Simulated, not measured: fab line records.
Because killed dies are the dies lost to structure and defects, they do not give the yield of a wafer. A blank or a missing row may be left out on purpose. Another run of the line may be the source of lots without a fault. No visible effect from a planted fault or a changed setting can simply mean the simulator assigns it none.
2 desks, one fault / flow sky130 / numbers are kept per desk, each desk with only its own; the story behind them comes last

DESK OF THE TOOL OWNER: furnace-02
The tool's own readings at SKY_POLY_GATE_OXIDATION_20 (stabilise 600 s, purge 300 s, target thk 4 nm): means of the sampled wafers that have a number, for each lot that ran on this tool. The brackets show how far a lot's mean lies from the usual mean; more than 4 standard deviations puts the lot out of limits, marked OUT. It has 8 readings, of which 7 appear: the earliest out of limits, and the ones furthest out on some lot.
Columns: A = spikeTcBottomC at SKY_POLY_GATE_OXIDATION_20, usual 870.2 C; B = spikeTcCentreC at SKY_POLY_GATE_OXIDATION_20, usual 851.1 C; C = spikeTcLowerC at SKY_POLY_GATE_OXIDATION_20, usual 852.2 C; D = spikeTcTopC at SKY_POLY_GATE_OXIDATION_20, usual 862.0 C; E = spikeTcUpperC at SKY_POLY_GATE_OXIDATION_20, usual 850.2 C; F = tubeCenterTempC at SKY_POLY_GATE_OXIDATION_20, usual 850 C; G = tube_center_temp_C_max at SKY_POLY_GATE_OXIDATION_20, usual 852.2
lot=L728; first seen here=day 18 01:11; A=868.8; B=850.1; C=852.2; D=862.2; E=849.6; F=850; G=852.1
lot=L731; first seen here=day 18 21:50; A=868.1; B=850.7; C=853.7; D=860.1; E=851.0; F=850; G=851.9
lot=L732; first seen here=day 19 13:56; A=869.2; B=850.7; C=853.3; D=860.8; E=849.4; F=850; G=851.9
lot=L734; first seen here=day 20 15:11; A=867.6; B=849.5; C=853.0; D=862.5; E=851.3; F=850; G=852.1
lot=L741; first seen here=day 22 18:52; A=880.1 (+4.3) OUT; B=862.1 (+9.2) OUT; C=865.6 (+11) OUT; D=871.9 (+7.6) OUT; E=861.6 (+10) OUT; F=862 (+99 or more) OUT; G=864.0 (+31) OUT
lot=L742; first seen here=day 23 03:16; A=879.5 (+4.0) OUT; B=862.8 (+9.7) OUT; C=864.2 (+10) OUT; D=872.1 (+7.8) OUT; E=862.8 (+11) OUT; F=862 (+99 or more) OUT; G=863.6 (+30) OUT
This desk's verdict: out of limits on L741, L742, starting with L741 at day 22 18:52 (spikeTcBottomC at SKY_POLY_GATE_OXIDATION_20). Within limits: L728, L731, L732, L734.

AT THE METROLOGY DESK
What the gauges read for every lot (on any tool): the sampled wafers with a number, averaged. The brackets show how far a lot's mean lies from the usual mean; more than 4 standard deviations puts the lot out of limits, marked OUT.
Columns: A = VT_ADJUST_PCH_TW at SKY_VT_ADJUST_PCH_TW_MEAS_10, usual 142.2; B = POLY_GATE_OXIDATION_THK at SKY_POLY_GATE_THK_MEAS_21, usual 4.03 nm; C = LOCAL_INTERCONNECT_OVL at SKY_LOCAL_INTERCONNECT_OVL_MEAS_12, usual 1 nm
lot=L726; first seen here=day 11 03:52; A=140.6; B=4.14; C=1
lot=L728; first seen here=day 11 21:14; A=140.6; B=3.84; C=3
lot=L730; first seen here=day 12 11:04; A=139.6; B=3.95; C=-3
lot=L731; first seen here=day 12 12:09; A=144.0; B=3.89; C=4
lot=L732; first seen here=day 12 21:52; A=140.0; B=3.99; C=3
lot=L734; first seen here=day 13 22:26; A=139.2; B=4.00; C=8
lot=L736; first seen here=day 14 12:29; A=144.8; B=3.99; C=5
lot=L741; first seen here=day 15 21:43; A=141.0; B=4.71 (+6.8) OUT; C=-2
lot=L742; first seen here=day 16 07:29; A=145.0; B=4.75 (+7.2) OUT; C=7
lot=L744; first seen here=day 16 15:31; A=140.0; B=4.11; C=2
lot=L747; first seen here=day 17 16:16; A=141.3; B=3.98; C=7
Finding of this desk: L741, L742 out of limits, first seen on L741 at day 22 20:08 (POLY_GATE_OXIDATION_THK at SKY_POLY_GATE_THK_MEAS_21). Within limits: L726, L728, L730, L731, L732, L734, L736, L744, L747.

BROUGHT TOGETHER
An alarm could have come from the tool owner's desk at day 22 18:52, on L741, L742.
Metrology desk: alarm possible at day 22 20:08 on L741, L742.
SKY_POLY_GATE_OXIDATION_20 was run on furnace-02 by each of the lots named.

WHAT THE SIMULATOR PUT IN
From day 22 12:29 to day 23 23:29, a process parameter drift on furnace-02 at SKY_POLY_GATE_OXIDATION_20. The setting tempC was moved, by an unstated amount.
Struck lots among those shown: L741, L742.
Fault start to first reading out of limits, in hours, per desk: tool owner, 6; metrology, 8.
